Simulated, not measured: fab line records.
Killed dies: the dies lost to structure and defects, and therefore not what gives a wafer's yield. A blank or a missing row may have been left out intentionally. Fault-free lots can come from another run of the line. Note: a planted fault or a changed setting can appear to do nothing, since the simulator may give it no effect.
fab line records | flow sky130
record lots=5 wafers=15 lastDay=50
route steps=708 shown FIELD_ISO@1 PAD_OPEN@708
lots with no fault: from the same line, run without faults
startH: the number of hours between the record's first day and the start of the first shown wafer of the lot | waitH: hours since the lot's step before | " repeats the value in the row above | L1.1+2: a row that stands for several wafers | - value missing, or start not given | * or withheld: withheld | < > ~ a bound
route shown NAME@n: NAME is a module with steps in the file, n the number in the route of the first one | usual: mean/standard deviation taken from wafers without a fault | same: alike in all rows | chamber/n: place in a boat | sites: each site's reading | _std_site: standard deviation across them | _edge_site: outer sites' mean less inner sites' | radiusMm: how far each site lies from the wafer's centre | mask NAME#n: copy n | behind: the last tool/chamber to shape the wafer | hold: what put the lot on hold/how long, in hours/how the hold closed | device: the transistor (n, p or np) that didn't switch | end of line: the same wafers' tests at the end of the route | step lacking rows: just its recipe | killed: dies lost to structure and defects at the first sort, not the wafer's yield | map: a wafer's dies, x killed, . not, _ none there
set.NAME: the run value of the setting; set.NAME@STEP: its run value at that earlier step | model.NAME: the simulator's own value behind a step, which no gauge read
a table for each step, a row for each wafer; lots at some steps of the route
services: a tool's chamber out of use, with start hour (startH, from the record's first day; less than 0 if before it), hours out, and reason
## steps
# step SKY_FIELD_ISO_BOW_MEAS_00
# recipe mode=bow
# usual INCOMING_BOW=0/5.7
# columns lot.wafer tool chamber startH waitH INCOMING_BOW[um]
L784.2 filmMetro-02 - 35.02 - -4
L784.4 " - " " 3
L784.5 " - " " -4
L790.4 filmMetro-04 - 65.06 - 10
L790.5 " - " " -5
L790.6 " - " " 6
L792.1 filmMetro-04 - 75.00 - 0
L792.3 " - " " 1
L792.6 " - " " -2
L796.1 filmMetro-02 - 95.00 - 5
L796.3 " - " " -2
L796.5 " - " " 14
L800.1 filmMetro-04 - 115.00 - 2
L800.4 " - " " -8
L800.5 " - " " 2
# step SKY_FIELD_ISO_OXIDATION_01
# recipe tempC=900 ambient=O2 stabiliseS=600 purgeS=300 targetThkA=120 oxTimeS=1843
# step SKY_FIELD_ISO_THK_MEAS_02
# recipe reads=SiO2_of_FIELD_ISO_OXIDATION_01
# usual FIELD_ISO_OXIDATION_00_THK=11.99/0.17
# columns lot.wafer tool chamber startH waitH FIELD_ISO_OXIDATION_00_THK[nm]
L784.2 filmMetro-04 - 36.64 0.0 12.00
L784.4 " - " " 12.11
L784.5 " - " " 12.25
L790.4 filmMetro-01 - 66.66 0.0 11.98
L790.5 " - " " 12.18
L790.6 " - " " 11.94
L792.1 filmMetro-01 - 77.29 0.0 11.84
L792.3 " - " " 12.14
L792.6 " - " " 11.87
L796.1 filmMetro-04 - 97.59 0.0 12.25
L796.3 " - " " 12.09
L796.5 " - " " 11.95
L800.1 filmMetro-04 - 117.19 0.0 12.25
L800.4 " - " " 12.02
L800.5 " - " " 12.02
# step SKY_FIELD_ISO_CVD_03
# recipe material=Si3N4 precursor=DCS/NH3 targetThkNm=165 tempC=770 timeS=2830 pressureMtorr=250
# step SKY_FIELD_ISO_THK_MEAS_04
# recipe reads=Si3N4_of_FIELD_ISO_CVD_03
# usual FIELD_ISO_CVD_03_THK=164.8/1.7
# columns lot.wafer tool chamber startH waitH FIELD_ISO_CVD_03_THK[nm]
L784.2 filmMetro-02 - 38.49 0.0 164.8
L784.4 " - " " 166.3
L784.5 " - " " 166.4
L790.4 filmMetro-04 - 69.11 0.0 166.8
L790.5 " - " " 166.1
L790.6 " - " " 165.3
L792.1 filmMetro-01 - 79.14 0.0 164.5
L792.3 " - " " 165.4
L792.6 " - " " 164.4
L796.1 filmMetro-01 - 101.82 0.0 166.7
L796.3 " - " " 166.3
L796.5 " - " " 167.4
L800.1 filmMetro-01 - 120.80 0.0 162.9
L800.4 " - " " 163.6
L800.5 " - " " 162.8
# step SKY_FIELD_ISO_DEHYDRATE_05
# recipe tempC=200 timeS=60
# step SKY_FIELD_ISO_HMDS_06
# recipe primeTimeS=60 primeTempC=120
# step SKY_FIELD_ISO_COAT_07
# recipe resist=BARC tempC=withheld timeS=withheld spinRpm=3000 resistThkNm=60
# step SKY_FIELD_ISO_COAT_08
# recipe resist=KrF-thick spinRpm=3000 resistThkNm=450
# step SKY_FIELD_ISO_SOFTBAKE_09
# recipe tempC=100 timeS=90 resist=KrF-thick
# step SKY_FIELD_ISO_EXPOSE_10
# recipe maskId=FOM na=0.68 sourceShape=annular sigmaInner=0.4 sigmaOuter=0.8 targetCdNm=150 doseMj=28
# columns lot.wafer tool chamber startH waitH mask
L784.2+4+5 krfScanner-01 0 46.33 - FOM_R1#0
L790.4+5+6 krfScanner-01 0 77.60 - FOM#0
L792.1+3+6 krfScanner-02 0 87.88 - FOM#0
L796.1+3+5 krfScanner-01 0 111.51 - FOM#0
L800.1+4+5 krfScanner-02 0 130.59 - FOM#0
# step SKY_FIELD_ISO_PEB_11
# recipe pebTempC=withheld pebTimeS=withheld resist=KrF-thick
# step SKY_FIELD_ISO_DEVELOP_12
# recipe developTimeS=60 resist=KrF-thick devTempC=21
# step SKY_FIELD_ISO_CD_MEAS_13
# recipe targetCdNm=150
# usual cdNm=149.9/1.7
# columns lot.wafer tool chamber startH waitH cdNm
L784.2 cdSem-01 - 54.36 - 135.1
L784.4 " - " " 135.5
L784.5 " - " " 134.9
L790.4 cdSem-01 - 86.40 - 150.6
L790.5 " - " " 149.6
L790.6 " - " " 150.0
L792.1 cdSem-02 - 96.08 - 150.8
L792.3 " - " " 150.6
L792.6 " - " " 152.1
L796.1 cdSem-01 - 120.14 - 151.1
L796.3 " - " " 151.8
L796.5 " - " " 150.4
L800.1 cdSem-02 - 140.14 - 148.3
L800.4 " - " " 148.2
L800.5 " - " " 147.5
# step SKY_FIELD_ISO_ETCH_14
# recipe chemistry=N2/H2 target=BARC ionEnergyEv=200 sourceW=500 biasW=100 pressureMtorr=30 n2FlowSccm=100 h2FlowSccm=200 stopOn=SiO2 timeS=45.9 targetDepthA=600
# usual biasW=100.0/0.3 drypumpMotorCurrentA=5.8/0.31 h2FlowSccm=199.9/0.58 oesProductAu=0.856/0.005 throttleValvePct=13.225/0.0094
# columns lot.wafer tool chamber startH waitH biasW drypumpMotorCurrentA h2FlowSccm oesProductAu rfHoursCounterH throttleValvePct model.FIELD_ISO.cdNm
L784.2 rieDiel-01 3 54.46 0.1 99.6 6.1 200.1 0.845 171 13.227 134
L784.4 " 2 " " 100.2 5.8 200.2 0.859 81 13.228 135.7
L784.5 " 2 " " 99.8 5.8 199.6 0.864 - 13.228 135.3
L790.4 rieDiel-01 1 86.48 0.1 100.0 6.2 199.7 0.852 - 13.224 149.7
L790.5 " 0 " " 100.0 5.6 200.7 0.848 - 13.226 149.3
L790.6 " 2 " " 101.0 5.8 199.9 0.854 - 13.238 149.3
L792.1 rieDiel-02 2 96.20 0.1 100.1 5.3 200.1 0.859 55 13.227 150.9
L792.3 " 0 " " 99.7 5.5 201.2 0.851 - 13.240 151.2
L792.6 " 2 " " 100.2 5.3 199.6 0.855 - 13.223 151.6
L796.1 rieDiel-03 1 120.26 0.1 100.4 5.8 200.4 0.843 144 13.220 151.2
L796.3 " 0 " " 100.3 6.1 199.7 0.848 127 13.220 152.5
L796.5 " 2 " " 99.9 5.2 199.7 0.857 - 13.238 149.7
L800.1 rieDiel-01 0 140.26 0.1 99.7 5.6 200.9 0.854 54 13.215 147.9
L800.4 " 2 " " 100.8 5.9 198.7 0.862 82 13.239 148
L800.5 " 3 " " 100.3 6.1 199.8 0.847 - 13.231 147.7
# step SKY_FIELD_ISO_ETCH_15
# recipe chemistry=CHF3/O2 targetDepthNm=180 stopOn=Si sourceW=600 biasW=200 pressureMtorr=40 chf3FlowSccm=50 O2_flow_sccm=5 timeS=72
# usual biasW=200.0/0.57 drypumpMotorCurrentA=5.8/0.31 oesProductAu=0.945/0.0069 throttleValvePct=8.844/0.0094
# columns lot.wafer tool chamber startH waitH biasW drypumpMotorCurrentA oesProductAu rfHoursCounterH throttleValvePct
L784.2 rieDiel-01 3 54.50 0.0 200.4 6.1 0.941 171 8.843
L784.4 " 2 " " 201.0 5.8 0.951 81 8.839
L784.5 " 2 " " 200.4 5.8 0.945 - 8.849
L790.4 rieDiel-01 1 86.53 0.0 199.5 6.1 0.946 - 8.845
L790.5 " 0 " " 200.1 5.6 0.951 - 8.824
L790.6 " 2 " " 199.8 5.9 0.948 - 8.856
L792.1 rieDiel-02 2 96.27 0.0 199.5 5.3 0.942 55 8.838
L792.3 " 0 " " 200.0 5.4 0.953 - 8.838
L792.6 " 2 " " 199.6 5.3 0.942 - 8.851
L796.1 rieDiel-03 1 120.30 0.0 200.4 5.8 0.956 144 8.842
L796.3 " 0 " " 199.4 6.1 0.942 127 8.861
L796.5 " 2 " " 199.7 5.1 0.956 - 8.839
L800.1 rieDiel-01 0 140.30 0.0 201.0 5.6 0.941 54 8.836
L800.4 " 2 " " 199.6 5.8 0.933 82 8.835
L800.5 " 3 " " 200.0 6.1 0.936 - 8.832
# step SKY_FIELD_ISO_STRIP_16
# recipe chemistry=O2/N2 powerW=1400 pressureMtorr=1500 platenTempC=withheld o2FlowSccm=3000 n2FlowSccm=300 overashFraction=0.5
# usual drypumpMotorCurrentA=5.7/0.54 oesProductAu=0.377/0.0048 stripTimeToEndpointS=3.54/0.033
# columns lot.wafer tool chamber startH waitH drypumpMotorCurrentA oesProductAu rfHoursCounterH stripTimeToEndpointS
L784.2 plasmaAsher-02 0 54.56 0.0 6.6 0.380 37 3.52
L784.4 " 0 " " 6.6 0.371 - 3.52
L784.5 " 0 " " 6.6 0.380 - 3.53
L790.4 plasmaAsher-03 1 86.59 0.0 5.5 0.384 - 3.55
L790.5 " 0 " " 5.6 0.374 - 3.52
L790.6 " 1 " " 5.5 0.377 - 3.55
L792.1 plasmaAsher-04 0 96.35 0.1 4.7 0.378 27 3.59
L792.3 " 0 " " 4.7 0.374 - 3.52
L792.6 " 0 " " 4.7 0.381 - 3.60
L796.1 plasmaAsher-04 1 120.36 0.0 5.4 0.375 30 3.60
L796.3 " 0 " " 4.7 0.377 - 3.54
L796.5 " 1 " " 5.4 0.372 - 3.55
L800.1 plasmaAsher-03 0 140.36 0.0 5.6 0.371 2 3.51
L800.4 " 0 " " 5.6 0.375 - 3.56
L800.5 " 0 " " 5.6 0.379 - 3.53
# step SKY_FIELD_ISO_ETCH_17
# recipe targetDepthA=3420 maskMaterial=Si3N4 chemistry=HBr/Cl2/O2 target=Si taperDeg=5 icpW=600 biasW=150 pressureMtorr=15 HBr_flow_sccm=150 Cl2_flow_sccm=40 O2_flow_sccm=6 timeS=97.7
# usual biasW=150.0/0.46 drypumpMotorCurrentA=5.7/0.41 oesProductAu=1.003/0.011 throttleValvePct=25.655/0.011
# columns lot.wafer tool chamber startH waitH biasW drypumpMotorCurrentA oesProductAu rfHoursCounterH throttleValvePct model.FIELD_ISO.cdNm
L784.2 rieSi-02 0 54.66 0.1 150.4 5.8 1.010 104 25.635 133.5
L784.4 " 2 " " 150.6 5.3 1.008 2 25.641 134.5
L784.5 " 0 " " 150.0 5.8 1.003 - 25.646 134.3
L790.4 rieSi-01 2 86.66 0.0 149.6 5.7 1.008 2 25.660 146.7
L790.5 " 1 " " 150.0 6.4 1.004 - 25.661 147.8
L790.6 " 2 " " 149.3 5.6 1.011 - 25.659 148
L792.1 rieSi-01 3 96.45 0.1 150.4 5.6 0.980 60 25.658 152.1
L792.3 " 0 " " 149.1 4.8 1.010 4 25.636 151.5
L792.6 " 0 " " 150.1 4.9 1.012 - 25.654 152.9
L796.1 rieSi-02 2 120.46 0.1 150.4 5.3 1.018 3 25.644 151.6
L796.3 " 0 " " 149.2 5.8 1.014 105 25.657 151.7
L796.5 " 1 " " 151.2 6.0 1.002 - 25.651 149.9
L800.1 rieSi-02 1 140.46 0.1 150.5 5.9 0.989 65 25.662 148.6
L800.4 " 3 " " 150.2 5.6 1.024 51 25.646 147.4
L800.5 " 3 " " 150.3 5.6 1.003 - 25.649 150.2
# step SKY_FIELD_ISO_WET_ETCH_18
# recipe chemistry=H3PO4 targetDepthNm=25 tempC=160 target=Si3N4 timeS=286
# step SKY_PAD_OPEN_PROBE_99
# usual killed_at_M0_to_M3=42/7.6 killed_at_M4_up=2.9/1.7 killedAtContacts=24/5.1 killedAtFrontEnd=15/4 killedDies=84/9.9 killedOpen=46/7.2 killedShort=38/6.6
# same grossDies=492 killedAtBackSide=0 killedAtOther=0
# columns lot.wafer tool chamber startH waitH killed_at_M0_to_M3 killed_at_M4_up killedAtContacts killedAtFrontEnd killedDies killedOpen killedShort model.etest.pfetG5v0d10v5.rOnOhmUm model.etest.resPdiff.lineOhmUm model.etest.resNdiff.lineOhmUm model.etest.sramNfetPass.driveUaUm model.etest.sonosUncharged.rOnOhmUm model.etest.resNdiff.widthNm model.etest.resPdiff.widthNm model.etest.sramPfetLatch.driveUaUm
L784.2 prober-01 - 1106.84 0.1 40 3 20 33 96 34 46 4892 1541 844.5 446.4 826.2 141.2 128.3 131.8
L784.4 prober-01 - 1106.94 0.2 40 3 27 23 93 57 30 4943 1518 846.1 432.4 853 142.4 129.2 125.6
L784.5 prober-01 - 1106.99 0.2 62 4 18 17 101 46 49 4999 1529 854 431.2 837.2 142.1 128.8 130.7
L790.4 prober-01 - 1153.41 0.2 52 4 28 10 94 45 49 4740 1375 759 499.1 802.2 154.4 142.3 145.3
L790.5 prober-01 - 1153.46 0.2 48 2 27 13 90 46 44 4749 1385 764.1 495.6 811.9 155.6 142.1 143.8
L790.6 prober-01 - 1153.51 0.2 43 3 23 12 81 49 32 4700 1342 767.3 511.9 802 156.2 143.2 154.4
L792.1 prober-01 - 1156.70 0.1 39 8 25 16 88 57 31 4828 1356 753.8 528.4 814.6 159.1 147.3 144.8
L792.3 prober-01 - 1156.80 0.2 46 8 20 8 82 45 37 4791 1345 753.1 495.9 806.1 158.7 146.2 155.3
L792.6 prober-01 - 1156.95 0.2 51 5 21 10 87 46 41 4750 1355 741.3 521.3 809.9 159.9 148 145.1
L796.1 prober-01 - 1181.30 0.1 30 5 25 10 70 45 25 4712 1332 753.1 505.2 790.6 160.1 146 145.2
L796.3 prober-01 - 1181.40 0.2 44 5 23 16 88 51 37 4666 1333 748.2 505.5 792 159.2 146.9 149.9
L796.5 prober-01 - 1181.50 0.2 37 2 26 16 81 49 32 4761 1346 760 479.6 798.2 157.1 144 146.2
L800.1 prober-01 - 1193.71 0.1 49 1 20 12 82 41 41 4700 1380 764.2 481.5 804.7 156.8 143.9 141
L800.4 prober-01 - 1193.86 0.2 48 1 11 19 79 37 42 4740 1400 769 482.6 800.7 154.7 141.4 143.7
L800.5 prober-01 - 1193.91 0.2 46 1 16 20 83 50 33 4694 1370 753.7 499.8 796.4 158.9 143.9 147.2
# killed by level:class
L784.2 FIELD_ISO:areaExpose=16 LI_CONTACT:geometricParticle:open=6 CONTACT:geometricParticle:open=6 METAL1:geometricParticle:short=6 VIA2:geometricParticle:short=6 VIA3:geometricParticle:open=6 METAL2:geometricParticle:short=5 VIA2:geometricParticle:open=5
L784.4 CONTACT:geometricParticle:open=14 LI_CONTACT:geometricParticle:open=10 VIA1:geometricParticle:open=10 VIA2:geometricParticle:open=7 FIELD_ISO:areaExpose=6 METAL2:geometricParticle:short=5 VIA3:geometricParticle:short=5 VIA3:geometricParticle:open=4
L784.5 VIA3:geometricParticle:open=11 VIA1:geometricParticle:open=10 METAL1:geometricParticle:short=7 VIA1:geometricParticle:short=7 CONTACT:geometricParticle:open=6 VIA2:geometricParticle:short=6 FIELD_ISO:areaExpose=6 VIA3:geometricParticle:short=5
L790.4 VIA1:geometricParticle:open=10 VIA2:geometricParticle:open=9 CONTACT:geometricParticle:short=7 METAL1:geometricParticle:short=7 METAL2:geometricParticle:short=7 LI_CONTACT:geometricParticle:open=6 CONTACT:geometricParticle:open=6 LI_CONTACT:geometricParticle:short=5
L790.5 CONTACT:geometricParticle:open=9 VIA1:geometricParticle:open=9 METAL2:geometricParticle:short=8 LI_CONTACT:geometricParticle:open=6 METAL1:geometricParticle:short=6 VIA1:geometricParticle:short=6 LOCAL_INTERCONNECT:geometricParticle:short=5 VIA3:geometricParticle:open=5
L790.6 VIA1:geometricParticle:open=10 LI_CONTACT:geometricParticle:open=8 CONTACT:geometricParticle:open=7 VIA2:geometricParticle:open=7 VIA3:geometricParticle:open=6 METAL2:geometricParticle:short=5 FIELD_ISO:geometricParticle:short=4 CONTACT:geometricParticle:short=4
L792.1 CONTACT:geometricParticle:open=15 VIA1:geometricParticle:open=10 VIA3:geometricParticle:open=7 VIA2:geometricParticle:open=7 POLY_GATE:geometricParticle:short=5 METAL4:geometricParticle:short=5 LI_CONTACT:geometricParticle:open=4 METAL1:geometricParticle:short=4
L792.3 VIA3:geometricParticle:open=11 VIA1:geometricParticle:open=8 LI_CONTACT:geometricParticle:open=7 METAL1:geometricParticle:short=7 METAL4:geometricParticle:short=7 VIA2:geometricParticle:open=5 CONTACT:geometricParticle:open=5 METAL3:geometricParticle:short=4
L792.6 VIA1:geometricParticle:open=10 VIA2:geometricParticle:open=9 METAL2:geometricParticle:short=7 VIA3:geometricParticle:open=7 LI_CONTACT:geometricParticle:open=6 LOCAL_INTERCONNECT:geometricParticle:short=6 METAL1:geometricParticle:short=5 VIA2:geometricParticle:short=5
L796.1 CONTACT:geometricParticle:open=9 VIA3:geometricParticle:open=9 LI_CONTACT:geometricParticle:open=8 VIA1:geometricParticle:open=6 FIELD_ISO:geometricParticle:open=4 CONTACT:geometricParticle:short=4 VIA3:geometricParticle:short=3 POLY_GATE:geometricParticle:short=2
L796.3 VIA1:geometricParticle:open=12 CONTACT:geometricParticle:open=12 METAL1:geometricParticle:short=9 FIELD_ISO:geometricParticle:open=7 VIA3:geometricParticle:open=7 LI_CONTACT:geometricParticle:open=5 METAL4:geometricParticle:short=5 VIA3:geometricParticle:short=4
L796.5 METAL1:geometricParticle:short=9 LI_CONTACT:geometricParticle:open=9 CONTACT:geometricParticle:open=9 VIA1:geometricParticle:open=8 VIA3:geometricParticle:open=6 FIELD_ISO:geometricParticle:open=5 FIELD_ISO:geometricParticle:short=4 POLY_GATE:geometricParticle:open=4
L800.1 VIA1:geometricParticle:open=9 METAL2:geometricParticle:short=8 LI_CONTACT:geometricParticle:short=6 LI_CONTACT:geometricParticle:open=5 CONTACT:geometricParticle:open=5 VIA1:geometricParticle:short=5 VIA2:geometricParticle:open=5 VIA2:geometricParticle:short=5
L800.4 VIA1:geometricParticle:open=9 METAL2:geometricParticle:short=9 FIELD_ISO:geometricParticle:open=8 FIELD_ISO:geometricParticle:short=6 VIA2:geometricParticle:open=6 METAL1:geometricParticle:short=5 VIA1:geometricParticle:short=4 VIA2:geometricParticle:short=4
L800.5 VIA1:geometricParticle:open=9 VIA3:geometricParticle:open=8 LI_CONTACT:geometricParticle:open=7 FIELD_ISO:geometricParticle:open=6 FIELD_ISO:geometricParticle:short=6 CONTACT:geometricParticle:open=6 METAL2:geometricParticle:short=6 VIA3:geometricParticle:short=6
## services
# columns tool chamber startH hours kind
plasmaAsher-02 - 22.47 1.1 repair
rieDiel-01 1 28.83 11.3 repair
krfScanner-01 - 33.34 1.0 pm
rieSi-02 1 37.02 3.1 repair
plasmaAsher-04 - 37.33 2.8 pm
rieDiel-02 2 38.08 1.4 repair
krfScanner-02 - 43.30 36.0 pm
rieDiel-02 0 59.48 - clean
rieDiel-02 0 59.48 24.2 scheduledDown
rieDiel-02 0 59.48 24.2 ventCycle
rieDiel-01 3 60.97 - clean
rieDiel-01 3 60.97 32.8 scheduledDown
rieDiel-01 3 60.97 32.8 ventCycle
rieDiel-03 2 62.41 2.3 repair
rieDiel-02 3 64.67 82.6 repair
rieSi-01 - 70.22 15.6 pm
krfScanner-01 - 89.56 0.6 repair
rieDiel-02 1 91.40 29.9 repair
plasmaAsher-03 - 92.59 10.3 repair
krfScanner-01 - 97.75 0.8 pm
krfScanner-02 - 108.65 0.8 pm
plasmaAsher-03 - 108.75 9.0 pm
krfScanner-02 - 120.74 1.0 pm
krfScanner-01 - 139.60 1.3 pm
## key
firstSign step=SKY_FIELD_ISO_EXPOSE_10 reading=mask direction=changed
effect step=SKY_FIELD_ISO_CD_MEAS_13 reading=cdNm direction=down sigmas=8.5 usual=149.9 struck=135.2
effect step=SKY_PAD_OPEN_PROBE_99 reading=killedAtFrontEnd direction=up sigmas=2.4 usual=15 struck=24 wafersMoved=1
modelEffect step=SKY_FIELD_ISO_ETCH_14 value=FIELD_ISO.cdNm without=153 struck=135
modelEffect step=SKY_FIELD_ISO_ETCH_17 value=FIELD_ISO.cdNm without=152 struck=134
modelEffect step=SKY_PAD_OPEN_PROBE_99 value=etest.pfetG5v0d10v5.rOnOhmUm without=4735 struck=4945
metAt SKY_FIELD_ISO_EXPOSE_10
struckWafers L784.2,L784.4,L784.5
testerLeftOut L784
fault kind=wrongMask tool=any chamber=- onsetH=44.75 steps=SKY_FIELD_ISO_EXPOSE_10 auxCopy=FOM_R1#0 cdOffsetNm=-18 scope=struckLotsOnly
# testerLeftOut: of these lots the tester's yield and bins aren't shown, on N5 and GAA mostly nor the transistor test; their killed dies are dies lost to structure and defects alone, not to doping, threshold or leakage, so they don't give the yield
